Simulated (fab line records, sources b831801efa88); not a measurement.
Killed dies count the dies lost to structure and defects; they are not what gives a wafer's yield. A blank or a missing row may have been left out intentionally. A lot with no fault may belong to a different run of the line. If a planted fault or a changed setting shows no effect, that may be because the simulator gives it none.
fab line records ; flow sky130
[record] lots = 12; wafers = 36; last-day = 50
route steps=708 shown METAL4@634 VIA4@651 METAL5@661 PAD_OPEN@708
lots with no fault: from the same line, run without faults
start-h: the number of hours between the record's first day and the start of the first shown wafer of the lot ; wait-h: time in hours since the lot's previous step ; " unchanged from the row above ; L1.1+2: a row that stands for several wafers ; - no value present, or no start provided ; * or withheld: withheld ; < > ~ a bound
route shown NAME@n: NAME is a module with steps in the file, n the number in the route of the first one ; usual: the fault-free wafers' mean and standard deviation ; same: alike in all rows ; chamber/n: place in a boat ; sites: each site's reading ; _std_site: standard deviation of those values ; _edge_site: inner sites' mean taken away from outer sites' mean ; radius-mm: how far each site lies from the wafer's centre ; mask NAME#n: copy n ; behind: the last tool/chamber to shape the wafer ; hold: what put the lot on hold/how long, in hours/how the hold closed ; device: transistor that didn't switch, given as n, p or np ; end of line: the route-end tests of the same wafers ; a step without rows: its recipe alone ; killed: at the first sort, the dies lost to defects and structure; wafer yield is something else ; map: dies across one wafer; x = killed, . = not, _ = none there
set.NAME: the run value of the setting; set.NAME@STEP: its run value at that earlier step ; model.NAME: the simulator's own value behind a step, which no gauge read
the route's steps for a sample of lots (tables are steps, rows are wafers)
services: from which hour (start-h, from the record's first day; less than 0 if before it) a tool's chamber was out of use, for how many hours, and why
[[steps]]
[step SKY_METAL4_METAL_ETCH_18]
[recipe] target-depth-a = 8450; stop-on = SiO2; over-etch-frac = 0.3; time-s = 183.1; chemistry = Cl2/BCl3; resist-sidewall-deg = 88; pressure-mtorr = 10; icp-w = 900; bias-w = 48.5; Cl2_flow_sccm = 60; bcl3-flow-sccm = 30
[usual] drypump-motor-current-A = 5.5/0.5; oes-product-au = 0.865/0.0064; throttle-valve-pct = 22.264/0.0095
lot.wafer;tool;chamber;start-h;wait-h;drypump-motor-current-A;oes-product-au;rf-hours-counter-h;throttle-valve-pct
L613.1;rie-metal-04;0;978.19;0.0;5.9;0.863;6;22.238
L613.5;rie-metal-04;0;978.19;0.0;5.9;0.866;-;22.282
L613.6;rie-metal-04;1;978.19;0.0;5.8;0.872;-;22.252
L614.1;rie-metal-01;1;982.20;0.0;4.7;0.859;3;22.264
L614.2;rie-metal-01;1;982.20;0.0;4.7;0.863;-;22.263
L614.4;rie-metal-01;1;982.20;0.0;4.7;0.858;-;22.267
L615.2;rie-metal-01;1;992.36;0.1;4.7;0.860;-;22.264
L615.4;rie-metal-01;1;992.36;0.1;4.7;0.863;-;22.271
L615.6;rie-metal-01;1;992.36;0.1;4.7;0.861;-;22.272
L616.1;rie-metal-02;0;999.98;0.0;5.4;0.865;16;22.260
L616.4;rie-metal-02;0;999.98;0.0;5.4;0.863;-;22.250
L616.6;rie-metal-02;0;999.98;0.0;5.4;0.862;-;22.282
L618.1;rie-metal-01;0;1021.72;0.0;6.2;0.866;15;22.252
L618.2;rie-metal-01;1;1021.72;0.0;4.7;0.874;7;22.269
L618.6;rie-metal-01;1;1021.72;0.0;4.7;0.870;-;22.261
L624.1;rie-metal-04;0;1057.81;0.0;5.9;0.867;11;22.251
L624.3;rie-metal-04;1;1057.81;0.0;5.7;0.863;-;22.265
L624.5;rie-metal-04;1;1057.81;0.0;5.8;0.853;-;22.260
L628.2;rie-metal-02;0;1071.25;0.0;5.4;0.874;20;22.266
L628.3;rie-metal-02;1;1071.25;0.0;5.7;0.879;-;22.266
L628.5;rie-metal-02;0;1071.25;0.0;5.4;0.870;-;22.258
L629.1;rie-metal-01;1;1084.00;0.0;4.7;0.873;11;22.260
L629.2;rie-metal-01;0;1084.00;0.0;6.2;0.869;20;22.255
L629.3;rie-metal-01;0;1084.00;0.0;6.2;0.868;-;22.264
L630.1;rie-metal-04;0;1093.50;0.0;5.8;0.863;13;22.260
L630.5;rie-metal-04;1;1093.50;0.0;5.8;0.872;-;22.253
L630.6;rie-metal-04;0;1093.50;0.0;5.9;0.855;-;22.254
L633.1;rie-metal-01;1;1105.55;0.0;4.7;0.860;13;22.274
L633.3;rie-metal-01;0;1105.55;0.0;6.2;0.858;-;22.276
L633.6;rie-metal-01;1;1105.55;0.0;4.7;0.867;-;22.259
L634.1;rie-metal-02;1;1113.15;0.0;5.7;0.858;16;22.248
L634.4;rie-metal-02;0;1113.15;0.0;5.5;0.862;-;22.279
L634.5;rie-metal-02;1;1113.15;0.0;5.6;0.866;-;22.262
L636.2;rie-metal-02;1;1123.19;0.0;5.6;0.856;17;22.252
L636.4;rie-metal-02;0;1123.19;0.0;5.4;0.863;-;22.282
L636.6;rie-metal-02;1;1123.19;0.0;5.6;0.858;-;22.260
[step SKY_VIA4_ETCH_12]
[recipe] target = SiO2; chemistry = C4F8/O2/Ar; stop-on = TiN; mask-material = NOVOLAK; source-w = 1500; bias-w = 1200; pressure-mtorr = 40; c4f8-flow-sccm = withheld; O2_flow_sccm = 6; Ar_flow_sccm = 300; time-s = withheld; target-depth-a = 5800
[usual] oes-product-au = 0.925/0.0048
lot.wafer;tool;chamber;start-h;wait-h;oes-product-au
L613.1;rie-diel-04;0;1002.49;0.0;0.922
L613.5;rie-diel-04;1;1002.49;0.0;0.923
L613.6;rie-diel-04;2;1002.49;0.0;0.920
L614.1;rie-diel-04;2;1006.81;0.0;0.927
L614.2;rie-diel-04;1;1006.81;0.0;0.928
L614.4;rie-diel-04;3;1006.81;0.0;0.932
L615.2;rie-diel-04;1;1015.94;0.0;0.923
L615.4;rie-diel-04;3;1015.94;0.0;0.920
L615.6;rie-diel-04;3;1015.94;0.0;0.924
L616.1;rie-diel-04;3;1024.73;0.0;0.909
L616.4;rie-diel-04;2;1024.73;0.0;0.930
L616.6;rie-diel-04;1;1024.73;0.0;0.924
L618.1;rie-diel-03;3;1045.04;0.0;0.915
L618.2;rie-diel-03;2;1045.04;0.0;0.926
L618.6;rie-diel-03;1;1045.04;0.0;0.929
L624.1;rie-diel-03;3;1080.21;0.0;0.922
L624.3;rie-diel-03;2;1080.21;0.0;0.934
L624.5;rie-diel-03;3;1080.21;0.0;0.921
L628.2;rie-diel-04;3;1092.58;0.0;0.933
L628.3;rie-diel-04;2;1092.58;0.0;0.932
L628.5;rie-diel-04;0;1092.58;0.0;0.926
L629.1;rie-diel-02;0;1105.89;0.0;0.931
L629.2;rie-diel-02;3;1105.89;0.0;0.923
L629.3;rie-diel-02;1;1105.89;0.0;0.923
L630.1;rie-diel-02;1;1114.48;0.0;0.926
L630.5;rie-diel-02;0;1114.48;0.0;0.933
L630.6;rie-diel-02;1;1114.48;0.0;0.920
L633.1;rie-diel-04;3;1127.28;0.0;0.917
L633.3;rie-diel-04;2;1127.28;0.0;0.916
L633.6;rie-diel-04;2;1127.28;0.0;0.927
L634.1;rie-diel-03;0;1134.38;0.0;0.924
L634.4;rie-diel-03;1;1134.38;0.0;0.925
L634.5;rie-diel-03;0;1134.38;0.0;0.926
L636.2;rie-diel-04;0;1143.73;0.0;0.920
L636.4;rie-diel-04;1;1143.73;0.0;0.927
L636.6;rie-diel-04;3;1143.73;0.0;0.929
[step SKY_METAL5_SPUTTER_00]
[recipe] material = Ti; target-thk-nm = 15; power-w = 3000; time-s = 10; chamber-pressure-pa = 0.4
[usual] cathode-dc-power-W = 3000.2/0.56; throttle-valve-pct = 30.3/1.1
lot.wafer;tool;chamber;start-h;wait-h;cathode-dc-power-W;throttle-valve-pct
L613.1;pvd-sputter-01;-;1004.02;0.1;2999.6;31.1
L613.5;pvd-sputter-01;-;1004.02;0.1;3000.8;29.4
L613.6;pvd-sputter-01;-;1004.02;0.1;2999.6;30.8
L614.1;pvd-sputter-02;-;1008.20;0.2;2999.9;29.4
L614.2;pvd-sputter-02;-;1008.20;0.2;3001.2;30.8
L614.4;pvd-sputter-02;-;1008.20;0.2;3001.0;29.6
L615.2;pvd-sputter-02;-;1017.29;0.2;3000.9;29.2
L615.4;pvd-sputter-02;-;1017.29;0.2;3000.2;29.7
L615.6;pvd-sputter-02;-;1017.29;0.2;3000.6;30.9
L616.1;pvd-sputter-04;-;1026.10;0.1;2999.8;31.6
L616.4;pvd-sputter-04;-;1026.10;0.1;2999.7;29.2
L616.6;pvd-sputter-04;-;1026.10;0.1;2999.9;29.1
L618.1;pvd-sputter-02;-;1046.55;0.1;2999.2;29.1
L618.2;pvd-sputter-02;-;1046.55;0.1;3001.0;31.0
L618.6;pvd-sputter-02;-;1046.55;0.1;3001.3;29.1
L624.1;pvd-sputter-02;-;1081.57;0.2;3001.0;29.5
L624.3;pvd-sputter-02;-;1081.57;0.2;3157.4;30.7
L624.5;pvd-sputter-02;-;1081.57;0.2;3000.5;30.0
L628.2;pvd-sputter-04;-;1093.94;0.2;3000.3;29.2
L628.3;pvd-sputter-04;-;1093.94;0.2;3000.6;32.3
L628.5;pvd-sputter-04;-;1093.94;0.2;3000.5;32.4
L629.1;pvd-sputter-04;-;1107.53;0.1;3000.1;29.2
L629.2;pvd-sputter-04;-;1107.53;0.1;3000.6;31.4
L629.3;pvd-sputter-04;-;1107.53;0.1;2999.7;32.4
L630.1;pvd-sputter-01;-;1115.88;0.1;3001.1;30.5
L630.5;pvd-sputter-01;-;1115.88;0.1;3000.0;30.4
L630.6;pvd-sputter-01;-;1115.88;0.1;3000.3;31.1
L633.1;pvd-sputter-04;-;1128.65;0.1;3000.4;29.3
L633.3;pvd-sputter-04;-;1128.65;0.1;3001.1;32.4
L633.6;pvd-sputter-04;-;1128.65;0.1;3001.3;31.7
L634.1;pvd-sputter-04;-;1135.98;0.2;3000.4;29.1
L634.4;pvd-sputter-04;-;1135.98;0.2;2999.6;29.5
L634.5;pvd-sputter-04;-;1135.98;0.2;2999.9;31.7
L636.2;pvd-sputter-04;-;1145.30;0.2;2999.5;29.1
L636.4;pvd-sputter-04;-;1145.30;0.2;2999.9;32.3
L636.6;pvd-sputter-04;-;1145.30;0.2;3000.2;31.5
[step SKY_METAL5_RS_MEAS_05]
[recipe] thk-meas-gauge = four-point-probe; reads = TiN_of_METAL5_SPUTTER_04+Ti_of_METAL5_SPUTTER_03+AlCu_of_METAL5_SPUTTER_02+TiN_of_METAL5_SPUTTER_01+Ti_of_METAL5_SPUTTER_00
[usual] METAL5_ALCU_RS = 0.0270/0.00034
lot.wafer;tool;chamber;start-h;wait-h;METAL5_ALCU_RS[ohm/sq]
L613.1;film-metro-02;-;1004.19;0.0;0.0270
L613.5;film-metro-02;-;1004.19;0.0;0.0269
L613.6;film-metro-02;-;1004.19;0.0;0.0270
L614.1;film-metro-02;-;1008.36;0.0;0.0274
L614.2;film-metro-02;-;1008.36;0.0;0.0273
L614.4;film-metro-02;-;1008.36;0.0;0.0272
L615.2;film-metro-01;-;1017.48;0.0;0.0275
L615.4;film-metro-01;-;1017.48;0.0;0.0277
L615.6;film-metro-01;-;1017.48;0.0;0.0276
L616.1;film-metro-02;-;1026.27;0.0;0.0269
L616.4;film-metro-02;-;1026.27;0.0;0.0270
L616.6;film-metro-02;-;1026.27;0.0;0.0267
L618.1;film-metro-03;-;1046.71;0.0;0.0273
L618.2;film-metro-03;-;1046.71;0.0;0.0273
L618.6;film-metro-03;-;1046.71;0.0;0.0272
L624.1;film-metro-01;-;1081.73;0.0;0.0273
L624.3;film-metro-01;-;1081.73;0.0;0.0274
L624.5;film-metro-01;-;1081.73;0.0;0.0274
L628.2;film-metro-03;-;1094.13;0.0;0.0271
L628.3;film-metro-03;-;1094.13;0.0;0.0271
L628.5;film-metro-03;-;1094.13;0.0;0.0271
L629.1;film-metro-03;-;1107.69;0.0;0.0269
L629.2;film-metro-03;-;1107.69;0.0;0.0264
L629.3;film-metro-03;-;1107.69;0.0;0.0268
L630.1;film-metro-02;-;1116.05;0.0;0.0268
L630.5;film-metro-02;-;1116.05;0.0;0.0268
L630.6;film-metro-02;-;1116.05;0.0;0.0267
L633.1;film-metro-03;-;1128.81;0.0;0.0264
L633.3;film-metro-03;-;1128.81;0.0;0.0267
L633.6;film-metro-03;-;1128.81;0.0;0.0265
L634.1;film-metro-01;-;1136.14;0.0;0.0267
L634.4;film-metro-01;-;1136.14;0.0;0.0264
L634.5;film-metro-01;-;1136.14;0.0;0.0263
L636.2;film-metro-01;-;1145.49;0.0;0.0266
L636.4;film-metro-01;-;1145.49;0.0;0.0265
L636.6;film-metro-01;-;1145.49;0.0;0.0264
[step SKY_PAD_OPEN_PROBE_99]
[usual] defect-limited-yield = 82.4/1.8; killed_at_M0_to_M3 = 43/6.5; killed_at_M4_up = 3.2/1.8; killed-at-contacts = 24/5.2; killed-at-front-end = 15/4; killed-at-other = 0.4/0.69; killed-dies = 86/8.7; killed-open = 47/7; killed-short = 39/5.7; sort_bin_3_pad_short = 0.9/0.43; sort_bin_5_function = 10.5/1.4; sort_bin_6_memory = 6.2/1.2; sort-n-pass = 406/8.7; sort-yield-pct = 82.4/1.8
[same] gross-dies = 492; killed-at-back-side = 0; sort_bin_4_leakage[%] = 0; sort_bin_8_speed[%] = 0
lot.wafer;tool;chamber;start-h;wait-h;defect-limited-yield[%];killed_at_M0_to_M3;killed_at_M4_up;killed-at-contacts;killed-at-front-end;killed-at-other;killed-dies;killed-open;killed-short;sort_bin_3_pad_short[%];sort_bin_5_function[%];sort_bin_6_memory[%];sort-n-pass;sort-yield-pct[%]
L613.1;prober-02;-;1073.62;0.1;83.9;35;1;29;14;0;79;44;33;1.0;8.5;6.5;413;83.9
L613.5;prober-02;-;1073.82;0.2;84.3;30;2;26;19;0;77;42;35;0.6;10.4;4.7;415;84.3
L613.6;prober-02;-;1073.87;0.2;81.3;49;1;25;17;0;92;55;37;1.2;11.2;6.3;400;81.3
L614.1;prober-01;-;1077.86;0.1;81.9;40;5;26;18;0;89;50;38;0.4;10.4;7.3;403;81.9
L614.2;prober-01;-;1077.91;0.1;80.7;37;1;25;31;1;95;53;39;0.4;11.2;7.7;397;80.7
L614.4;prober-01;-;1078.01;0.2;80.7;47;1;32;15;0;95;51;44;1.2;10.4;7.7;397;80.7
L615.2;prober-02;-;1086.07;0.1;80.3;55;2;25;15;0;97;44;53;0.8;11.0;7.9;395;80.3
L615.4;prober-02;-;1086.17;0.2;83.5;41;5;23;12;0;81;49;32;0.8;9.1;6.5;411;83.5
L615.6;prober-02;-;1086.27;0.2;83.7;39;3;24;14;0;80;51;29;0.4;10.8;5.1;412;83.7
L616.1;prober-01;-;1093.12;0.1;83.7;38;5;24;13;0;80;41;38;0.8;10.2;5.3;412;83.7
L616.4;prober-01;-;1093.27;0.2;82.7;40;2;22;21;0;85;46;38;0.2;11.2;5.9;407;82.7
L616.6;prober-01;-;1093.37;0.2;84.1;35;2;24;17;0;78;50;26;0.2;8.9;6.7;414;84.1
L618.1;prober-01;-;1112.51;0.1;82.9;43;2;24;14;1;84;50;33;1.2;10.4;5.5;408;82.9
L618.2;prober-01;-;1112.56;0.1;85.0;46;3;19;6;0;74;41;33;1.0;9.3;4.7;418;85.0
L618.6;prober-01;-;1112.76;0.2;84.1;37;4;23;12;2;78;38;40;0.8;8.3;6.7;414;84.1
L624.1;prober-01;-;1144.77;0.1;78.7;51;8;30;16;0;105;59;44;1.2;13.2;6.9;387;78.7
L624.3;prober-01;-;1144.87;0.2;82.1;38;4;35;10;1;88;52;35;0.4;11.6;5.9;404;82.1
L624.5;prober-01;-;1144.97;0.2;87.0;35;2;14;13;0;64;33;30;0.2;7.7;5.1;428;87.0
L628.2;prober-02;-;1155.16;0.1;82.5;47;1;22;16;0;86;51;35;1.0;11.8;4.7;406;82.5
L628.3;prober-02;-;1155.21;0.2;81.3;50;1;22;19;0;92;50;42;0.8;10.4;7.5;400;81.3
L628.5;prober-02;-;1155.31;0.2;84.6;39;2;24;11;0;76;46;30;1.2;9.1;5.1;416;84.6
L629.1;prober-02;-;1167.21;0.1;81.9;40;6;22;21;0;89;40;49;1.6;9.3;7.1;403;81.9
L629.2;prober-02;-;1167.26;0.1;85.8;36;3;16;14;1;70;35;35;0.4;8.9;4.9;422;85.8
L629.3;prober-02;-;1167.31;0.2;79.3;52;0;30;20;0;102;54;47;0.6;11.0;9.1;390;79.3
L630.1;prober-01;-;1173.96;0.1;83.5;41;4;17;19;0;81;38;43;1.4;8.3;6.7;411;83.5
L630.5;prober-01;-;1174.16;0.2;81.9;40;1;33;15;0;89;51;37;1.8;9.8;6.5;403;81.9
L630.6;prober-01;-;1174.21;0.2;81.5;44;1;31;15;0;91;49;42;1.2;11.8;5.5;401;81.5
L633.1;prober-02;-;1184.51;0.1;80.9;45;5;22;21;1;94;49;45;0.6;12.8;5.7;398;80.9
L633.3;prober-02;-;1184.61;0.2;79.5;53;5;24;19;0;101;59;42;1.2;12.8;6.5;391;79.5
L633.6;prober-02;-;1184.76;0.2;84.1;41;2;23;12;0;78;42;36;0.6;10.2;5.1;414;84.1
L634.1;prober-01;-;1191.71;0.1;86.2;31;4;20;13;0;68;37;31;0.8;8.5;4.5;424;86.2
L634.4;prober-01;-;1191.86;0.2;79.1;45;4;34;20;0;103;55;48;0.8;13.0;7.1;389;79.1
L634.5;prober-01;-;1191.91;0.2;82.7;36;3;24;22;0;85;47;38;1.4;11.2;4.7;407;82.7
L636.2;prober-01;-;1198.31;0.1;84.6;37;0;21;17;1;76;45;31;0.6;8.9;5.9;416;84.6
L636.4;prober-01;-;1198.41;0.2;81.9;44;3;24;18;0;89;50;39;1.2;11.2;5.7;403;81.9
L636.6;prober-01;-;1198.51;0.2;83.3;42;2;25;13;0;82;44;38;0.6;10.6;5.5;410;83.3
// killed by level:class
L613.1 CONTACT:geometric-particle:open=11 FIELD_ISO:geometric-particle:open=9 LI_CONTACT:geometric-particle:open=8 VIA1:geometric-particle:open=6 LI_CONTACT:geometric-particle:short=5 METAL1:geometric-particle:short=5 VIA2:geometric-particle:open=5 CONTACT:geometric-particle:short=4
L613.5 CONTACT:geometric-particle:open=13 FIELD_ISO:geometric-particle:short=7 LI_CONTACT:geometric-particle:open=6 METAL1:geometric-particle:short=6 VIA1:geometric-particle:short=6 VIA2:geometric-particle:open=5 FIELD_ISO:geometric-particle:open=4 POLY_GATE:geometric-particle:open=4
L613.6 VIA1:geometric-particle:open=13 VIA2:geometric-particle:open=9 CONTACT:geometric-particle:open=8 VIA3:geometric-particle:open=7 FIELD_ISO:geometric-particle:open=5 FIELD_ISO:geometric-particle:short=5 LOCAL_INTERCONNECT:geometric-particle:short=5 CONTACT:geometric-particle:short=5
L614.1 VIA3:geometric-particle:open=10 CONTACT:geometric-particle:open=9 LI_CONTACT:geometric-particle:open=8 METAL2:geometric-particle:short=7 FIELD_ISO:geometric-particle:open=6 CONTACT:geometric-particle:short=5 VIA3:geometric-particle:short=5 VIA1:geometric-particle:open=4
L614.2 CONTACT:geometric-particle:open=12 VIA3:geometric-particle:open=8 POLY_GATE:geometric-particle:short=7 FIELD_ISO:geometric-particle:short=6 FIELD_ISO:geometric-particle:open=6 VIA1:geometric-particle:open=6 METAL2:geometric-particle:short=6 POLY_GATE:geometric-particle:open=5
L614.4 VIA1:geometric-particle:open=10 LOCAL_INTERCONNECT:geometric-particle:short=9 VIA2:geometric-particle:open=8 CONTACT:geometric-particle:short=7 CONTACT:geometric-particle:open=6 LI_CONTACT:geometric-particle:open=6 VIA3:geometric-particle:open=6 VIA1:geometric-particle:short=6
L615.2 CONTACT:geometric-particle:open=9 VIA1:geometric-particle:short=8 VIA1:geometric-particle:open=8 METAL1:geometric-particle:short=7 VIA2:geometric-particle:short=7 METAL2:geometric-particle:short=6 VIA2:geometric-particle:open=5 LI_CONTACT:geometric-particle:open=5
L615.4 CONTACT:geometric-particle:open=11 VIA1:geometric-particle:open=9 VIA3:geometric-particle:open=7 LI_CONTACT:geometric-particle:open=6 VIA2:geometric-particle:open=6 METAL1:geometric-particle:short=6 VIA1:geometric-particle:short=5 FIELD_ISO:geometric-particle:open=4
L615.6 VIA1:geometric-particle:open=13 CONTACT:geometric-particle:open=8 VIA2:geometric-particle:open=7 LI_CONTACT:geometric-particle:open=6 VIA3:geometric-particle:open=6 CONTACT:geometric-particle:short=5 LOCAL_INTERCONNECT:geometric-particle:short=4 FIELD_ISO:geometric-particle:short=3
L616.1 VIA1:geometric-particle:open=11 CONTACT:geometric-particle:open=8 FIELD_ISO:geometric-particle:short=7 LI_CONTACT:geometric-particle:open=5 LOCAL_INTERCONNECT:geometric-particle:short=5 METAL1:geometric-particle:short=5 METAL2:geometric-particle:short=5 METAL1:geometric-particle:open=4
L616.4 VIA1:geometric-particle:open=13 CONTACT:geometric-particle:open=8 POLY_GATE:geometric-particle:short=7 VIA3:geometric-particle:open=7 LI_CONTACT:geometric-particle:open=6 FIELD_ISO:geometric-particle:short=4 POLY_GATE:geometric-particle:open=4 CONTACT:geometric-particle:short=4
L616.6 VIA1:geometric-particle:open=14 LI_CONTACT:geometric-particle:open=8 FIELD_ISO:geometric-particle:open=7 LI_CONTACT:geometric-particle:short=6 METAL2:geometric-particle:short=5 CONTACT:geometric-particle:open=5 VIA3:geometric-particle:open=4 VIA2:geometric-particle:open=4
L618.1 CONTACT:geometric-particle:open=12 VIA1:geometric-particle:open=12 POLY_GATE:geometric-particle:open=6 VIA1:geometric-particle:short=6 LI_CONTACT:geometric-particle:open=5 CONTACT:geometric-particle:short=5 METAL3:geometric-particle:short=4 VIA3:geometric-particle:open=4
L618.2 VIA1:geometric-particle:open=14 CONTACT:geometric-particle:open=8 METAL2:geometric-particle:short=7 VIA1:geometric-particle:short=5 METAL1:geometric-particle:short=5 VIA2:geometric-particle:open=5 POLY_GATE:geometric-particle:open=4 LI_CONTACT:geometric-particle:open=4
L618.6 CONTACT:geometric-particle:open=9 LI_CONTACT:geometric-particle:open=7 VIA1:geometric-particle:open=7 METAL2:geometric-particle:short=6 VIA2:geometric-particle:open=5 VIA1:geometric-particle:short=5 METAL3:geometric-particle:short=5 CONTACT:geometric-particle:short=4
L624.1 VIA1:geometric-particle:open=16 VIA3:geometric-particle:open=11 LI_CONTACT:geometric-particle:open=9 CONTACT:geometric-particle:short=6 VIA1:geometric-particle:short=6 LOCAL_INTERCONNECT:geometric-particle:short=5 CONTACT:geometric-particle:open=5 METAL4:geometric-particle:short=5
L624.3 CONTACT:geometric-particle:open=14 VIA1:geometric-particle:open=13 LI_CONTACT:geometric-particle:open=6 LOCAL_INTERCONNECT:geometric-particle:short=6 VIA2:geometric-particle:open=6 METAL2:geometric-particle:short=5 LOCAL_INTERCONNECT:geometric-particle:open=4 VIA1:geometric-particle:short=4
L624.5 VIA1:geometric-particle:open=11 POLY_GATE:geometric-particle:short=5 VIA2:geometric-particle:open=5 METAL1:geometric-particle:short=5 CONTACT:geometric-particle:open=4 VIA1:geometric-particle:short=4 VIA3:geometric-particle:short=4 POLY_GATE:geometric-particle:open=3
L628.2 CONTACT:geometric-particle:open=10 VIA1:geometric-particle:open=9 METAL2:geometric-particle:short=8 VIA2:geometric-particle:open=8 LI_CONTACT:geometric-particle:open=6 FIELD_ISO:geometric-particle:open=5 METAL3:geometric-particle:short=5 VIA3:geometric-particle:open=5
L628.3 VIA1:geometric-particle:open=9 CONTACT:geometric-particle:open=8 FIELD_ISO:geometric-particle:open=7 METAL2:geometric-particle:short=7 VIA3:geometric-particle:open=6 POLY_GATE:geometric-particle:open=5 LOCAL_INTERCONNECT:geometric-particle:short=5 VIA1:geometric-particle:short=5
L628.5 VIA1:geometric-particle:open=12 LI_CONTACT:geometric-particle:open=7 VIA2:geometric-particle:open=7 CONTACT:geometric-particle:open=6 VIA3:geometric-particle:open=6 LOCAL_INTERCONNECT:geometric-particle:short=5 METAL3:geometric-particle:short=5 FIELD_ISO:geometric-particle:short=4
L629.1 LI_CONTACT:geometric-particle:open=8 VIA2:geometric-particle:open=8 VIA1:geometric-particle:open=7 FIELD_ISO:geometric-particle:open=6 FIELD_ISO:geometric-particle:short=6 CONTACT:geometric-particle:open=6 METAL1:geometric-particle:short=5 VIA2:geometric-particle:short=5
L629.2 VIA1:geometric-particle:open=7 VIA3:geometric-particle:open=7 FIELD_ISO:geometric-particle:short=5 LI_CONTACT:geometric-particle:open=5 VIA1:geometric-particle:short=5 VIA3:geometric-particle:short=5 METAL2:geometric-particle:short=4 FIELD_ISO:geometric-particle:open=3
L629.3 VIA1:geometric-particle:open=12 CONTACT:geometric-particle:open=10 VIA1:geometric-particle:short=10 FIELD_ISO:geometric-particle:open=7 LI_CONTACT:geometric-particle:open=7 VIA3:geometric-particle:open=6 VIA2:geometric-particle:open=6 LOCAL_INTERCONNECT:geometric-particle:short=5
L630.1 VIA1:geometric-particle:open=11 CONTACT:geometric-particle:open=7 METAL3:geometric-particle:short=6 FIELD_ISO:geometric-particle:short=5 POLY_GATE:geometric-particle:short=5 METAL2:geometric-particle:short=5 VIA3:geometric-particle:short=5 POLY_GATE:geometric-particle:open=4
L630.5 LI_CONTACT:geometric-particle:open=11 VIA1:geometric-particle:open=10 CONTACT:geometric-particle:open=9 VIA1:geometric-particle:short=6 FIELD_ISO:geometric-particle:short=5 POLY_GATE:geometric-particle:short=5 VIA2:geometric-particle:open=5 LOCAL_INTERCONNECT:geometric-particle:open=4
L630.6 CONTACT:geometric-particle:open=12 LI_CONTACT:geometric-particle:open=7 VIA1:geometric-particle:open=7 VIA3:geometric-particle:open=7 VIA2:geometric-particle:open=7 POLY_GATE:geometric-particle:short=6 LOCAL_INTERCONNECT:geometric-particle:short=6 FIELD_ISO:geometric-particle:open=5
L633.1 VIA1:geometric-particle:open=12 METAL2:geometric-particle:short=8 CONTACT:geometric-particle:open=7 VIA3:geometric-particle:open=7 LI_CONTACT:geometric-particle:open=6 LOCAL_INTERCONNECT:geometric-particle:short=5 FIELD_ISO:geometric-particle:open=4 CONTACT:geometric-particle:short=4
L633.3 VIA3:geometric-particle:open=12 METAL2:geometric-particle:short=10 VIA1:geometric-particle:open=9 FIELD_ISO:geometric-particle:short=8 CONTACT:geometric-particle:open=8 LI_CONTACT:geometric-particle:open=6 VIA2:geometric-particle:open=6 POLY_GATE:geometric-particle:open=5
L633.6 VIA1:geometric-particle:open=12 CONTACT:geometric-particle:open=7 LOCAL_INTERCONNECT:geometric-particle:short=7 LI_CONTACT:geometric-particle:open=6 VIA3:geometric-particle:open=6 METAL1:geometric-particle:short=5 POLY_GATE:geometric-particle:short=4 METAL2:geometric-particle:short=4
L634.1 VIA1:geometric-particle:open=9 LI_CONTACT:geometric-particle:open=7 SPACER:geometric-particle:short=6 VIA2:geometric-particle:open=6 CONTACT:geometric-particle:open=6 VIA1:geometric-particle:short=5 LOCAL_INTERCONNECT:geometric-particle:short=4 METAL2:geometric-particle:short=4
L634.4 CONTACT:geometric-particle:open=15 VIA1:geometric-particle:open=7 VIA3:geometric-particle:open=7 VIA2:geometric-particle:open=7 LOCAL_INTERCONNECT:geometric-particle:short=6 CONTACT:geometric-particle:short=6 METAL1:geometric-particle:short=6 FIELD_ISO:geometric-particle:open=5
L634.5 LI_CONTACT:geometric-particle:open=10 VIA2:geometric-particle:open=7 FIELD_ISO:geometric-particle:open=6 FIELD_ISO:geometric-particle:short=5 VIA1:geometric-particle:short=5 METAL2:geometric-particle:short=5 VIA3:geometric-particle:open=4 SPACER:geometric-particle:open=4
L636.2 CONTACT:geometric-particle:open=12 VIA1:geometric-particle:open=8 POLY_GATE:geometric-particle:short=6 VIA3:geometric-particle:open=5 METAL2:geometric-particle:short=5 VIA2:geometric-particle:open=5 LI_CONTACT:geometric-particle:open=4 METAL1:geometric-particle:short=4
L636.4 VIA1:geometric-particle:open=12 CONTACT:geometric-particle:open=9 FIELD_ISO:geometric-particle:open=8 VIA3:geometric-particle:open=6 FIELD_ISO:geometric-particle:short=5 METAL1:geometric-particle:short=5 VIA1:geometric-particle:short=5 METAL2:geometric-particle:short=5
L636.6 CONTACT:geometric-particle:open=12 VIA2:geometric-particle:open=9 VIA3:geometric-particle:open=7 METAL2:geometric-particle:short=6 FIELD_ISO:geometric-particle:short=4 LI_CONTACT:geometric-particle:open=4 CONTACT:geometric-particle:short=4 METAL1:geometric-particle:short=4
[[services]]
tool;chamber;start-h;hours;kind
rie-metal-02;-;958.00;2.8;pm
rie-metal-01;1;961.11;19.3;repair
pvd-sputter-01;-;975.62;1.3;repair
rie-diel-04;3;979.12;15.1;repair
rie-metal-01;0;981.77;23.3;repair
rie-diel-02;2;982.01;6.4;repair
rie-diel-04;-;1004.09;0.5;repair
rie-diel-02;2;1020.25;2.8;repair
rie-diel-04;1;1033.94;1.7;repair
rie-diel-03;3;1046.63;5.5;repair
rie-diel-02;1;1047.22;5.8;repair
rie-diel-03;0;1049.87;6.1;repair
rie-metal-01;-;1050.23;2.8;pm
rie-diel-02;2;1081.19;9.2;repair
pvd-sputter-02;-;1083.33;6.2;repair
pvd-sputter-01;-;1101.55;2.7;repair
rie-diel-04;1;1121.03;7.9;repair
rie-diel-03;-;1125.18;0.7;repair
rie-diel-04;-;1133.62;2.8;pm
rie-metal-04;1;1138.82;21.9;repair
[[key]]
[first-sign] step = SKY_METAL5_SPUTTER_00; reading = cathode-dc-power-W; direction = up; sigmas = 99+; usual = 3000.2; struck = 3157.4
effect none on later readings
met-at SKY_METAL5_SPUTTER_00
struck-lots L624
struck-wafers L624.3
not-acting-at SKY_METAL4_METAL_ETCH_18,SKY_VIA4_ETCH_12,SKY_METAL5_RS_MEAS_05
onset-between 1046.55 1081.57
[fault] kind = process-parameter-drift; tool = pvd-sputter-02; chamber = -; onset-h = 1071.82; steps = SKY_METAL5_SPUTTER_00; channel = power-w; offset = *; shape = step; end-h = 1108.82; acts-in = *; stated = *; scope = struck-wafers-only
